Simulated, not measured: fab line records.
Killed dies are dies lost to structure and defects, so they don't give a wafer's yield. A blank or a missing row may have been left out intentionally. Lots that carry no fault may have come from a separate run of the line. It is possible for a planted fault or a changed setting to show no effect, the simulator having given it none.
A struck lot beside a sound one | flow sky130 | 15 out of 708 route steps
Sound: the wafers L740.3, L740.5, L740.6. Wafers L730.1, L730.3, L730.5 were the ones struck. The cause is given at the end.
At each step with rows: each side's tool, then ch and its chambers, then its first start. Under that, the readings that differ: sound wafers | struck wafers | difference of the means | sigmas: that difference in standard deviations of wafers without a fault.
alike: same words and numbers on both sides, and readings whose means sit less than 2 such deviations apart. not compared: any withheld reading, any reading some wafer has no value for, any bound like >300 that may hide the same value, and any number with overlapping values for which the record gives no deviation.
The two part at a step that has a row with sigmas, a row that says differs or no value, or rows on one side only. Numbers that have no deviation but don't overlap get no sigmas and don't part them. A reading that every wafer of one side lacks parts them only if that side has two wafers or more.

first, 4 steps without rows for these wafers: SKY_RES_XHIGH_EXPOSE_04 (exposes mask URPM, target cd 1270 nm); SKY_RES_XHIGH_PEB_05; SKY_RES_XHIGH_DEVELOP_06 (develop time 60 s); SKY_RES_XHIGH_IMPLANT_07.
SKY_RES_XHIGH_STRIP_08: strips in O2/N2.
  sound on plasma_asher-03 ch 0,1, day 32 15:06; struck on plasma_asher-03 ch 0, day 29 15:11
  alike: drypump_motor_current_A, oes_product_au, strip_time_to_endpoint_s
  not compared: rf_hours_counter_h
SKY_RES_XHIGH_TW_MEAS_09:
  sound on film_metro-02 at day 32 15:11; struck on film_metro-01 at day 29 15:17
  alike: RES_XHIGH_TW
then, 6 steps without rows for these wafers: SKY_SD_N_DEHYDRATE_00 (time 60 s); SKY_SD_N_HMDS_01 (prime time 60 s); SKY_SD_N_COAT_02 (resist thk 1140 nm); SKY_SD_N_SOFTBAKE_03 (time 60 s); SKY_SD_N_EXPOSE_04 (exposes mask NSDM, target cd 380 nm); SKY_SD_N_PEB_05.
SKY_SD_N_DEVELOP_06: develop time 60 s.
  sound on litho_track-01 ch 0, day 33 19:07; struck on litho_track-04 ch 0, day 30 18:28
  reading              | sound             | struck            | difference | sigmas
  developer_temp_C (C) | 22.89 23.14 23.11 | 22.10 22.17 22.04 | -0.94      | -9
  alike: resist_line_temp_C
SKY_SD_N_CD_MEAS_07: the cd target is 380 nm.
  sound on cd_sem-01 at day 33 19:15; struck on cd_sem-01 at day 30 18:37
  alike: cd_nm
after that, 1 step had no rows for these wafers: SKY_PAD_OPEN_PROBE_99.

WHERE THEY PART
At SKY_SD_N_DEVELOP_06 and nowhere else, as far as this record goes. Later steps at which nothing parts them and some readings are alike: SKY_SD_N_CD_MEAS_07.

WHY: what had been put in by the simulator
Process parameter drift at SKY_SD_N_DEVELOP_06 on litho_track-04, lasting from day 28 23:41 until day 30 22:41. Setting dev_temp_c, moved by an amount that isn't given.
